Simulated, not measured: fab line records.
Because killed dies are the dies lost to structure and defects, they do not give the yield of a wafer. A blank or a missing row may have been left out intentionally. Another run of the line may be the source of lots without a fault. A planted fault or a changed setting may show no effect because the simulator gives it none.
A lot that was struck, set against a sound lot ; flow sky130 ; 15 out of 708 route steps
Sound: these wafers, L367.1, L367.3, L367.6. Struck: wafer L375.4. (L375.2 of the same lot was not struck and is left out.) The cause comes at the end.
Each step with rows lists, per side, the tool, then ch with its chambers, then its first start. Under that, the readings that differ: sound wafers ; struck wafers ; difference of the means ; sigmas: that difference in standard deviations of wafers without a fault.
alike: same words and numbers on both sides, and readings whose means sit less than 2 such deviations apart. not compared: any withheld reading, any reading some wafer has no value for, any bound like >300 that may hide the same value, and any number with overlapping values for which the record gives no deviation.
The two part at a step that has a row with sigmas, a row that says differs or no value, or rows on one side only. Non-overlapping numbers with no deviation appear without sigmas and do not part them. Lack of a reading on every wafer of one side parts them only where that side has two or more wafers.

first, 3 steps without rows for these wafers: SKY_VIA3_STRIP_17 (strips in post etch residue remover, time 1200 s); SKY_VIA3_CLEAN_18 (cleans in IPA, time 180 s); SKY_VIA3_CLEAN_19 (cleans in O3/DIW).
SKY_VIA3_SPUTTER_20: material TiN, target thk 20 nm, time 80 s.
  sound on pvdSputter-01, day 41 17:34; struck on pvdSputter-04, day 42 10:16
reading;sound;struck;difference;sigmas
throttleValvePct (%);29.3 28.8 28.1;32.6;+3.9;+3
  alike: chamberPressurePa
SKY_VIA3_CVD_21: deposits W, target thk 390 nm, time 117.31 s.
  sound on cvdW-01 ch 0,1, day 41 17:38; struck on cvdW-02 ch 1, day 42 10:20
  alike: heaterPowerW
SKY_VIA3_RS_MEAS_22: the measuring method here is four-point-probe.
  sound on filmMetro-02, day 41 17:45; struck on filmMetro-02, day 42 10:28
  alike: VIA3_W_RS
SKY_VIA3_THK_MEAS_23: measures by xrf.
  sound on filmMetro-02, day 41 17:52; struck on filmMetro-02, day 42 10:35
  alike: VIA3_W_THK
SKY_VIA3_CMP_24: polishes, stops on SiO2, t overpolish 20 s, target thk 0 nm.
  sound on cmp-01 ch 0,3, day 41 17:59; struck on cmp-02 ch 0, day 42 10:44
  alike: motorCurrentA, overpolishRunS, slurryFilterDpKPa, timeToEndpointS
SKY_METAL4_SPUTTER_00: material Ti, target thk 15 nm, time 10 s.
  sound on pvdSputter-04, day 41 18:14; struck on pvdSputter-04, day 42 10:56
  alike: chamberPressurePa, throttleValvePct
then, 3 steps without rows for these wafers: SKY_METAL4_SPUTTER_01 (material TiN, target thk 20 nm, time 16.7 s); SKY_METAL4_SPUTTER_02 (material AlCu, target thk 735 nm, time 39.1 s); SKY_METAL4_SPUTTER_03 (material Ti, target thk 5 nm, time 3.3 s).
SKY_METAL4_SPUTTER_04: material TiN, target thk 70 nm, time 58.3 s.
  sound on pvdSputter-04, day 41 18:20; struck on pvdSputter-04, day 42 11:02
reading;sound;struck;difference;sigmas
model.TiN_of_METAL4_SPUTTER_04.thkNm (nm);70.21 69.48 69.92;75.62;+5.75;
  alike: chamberPressurePa, throttleValvePct
SKY_CAP2M_CVD_00: deposits SiO2, target thk 15.5 nm.
  sound on pecvd-04 ch 0,1, day 41 18:23; struck on pecvd-01 ch 1, day 42 11:05
  alike: heaterPowerW
SKY_PAD_OPEN_PROBE_99:
  sound wafers here have rows in the record (prober-01, day 47 22:13); struck ones have none

## WHERE THEY PART
First at SKY_VIA3_SPUTTER_20; last, within this record, at SKY_PAD_OPEN_PROBE_99.

WHY: whatever the simulator had introduced
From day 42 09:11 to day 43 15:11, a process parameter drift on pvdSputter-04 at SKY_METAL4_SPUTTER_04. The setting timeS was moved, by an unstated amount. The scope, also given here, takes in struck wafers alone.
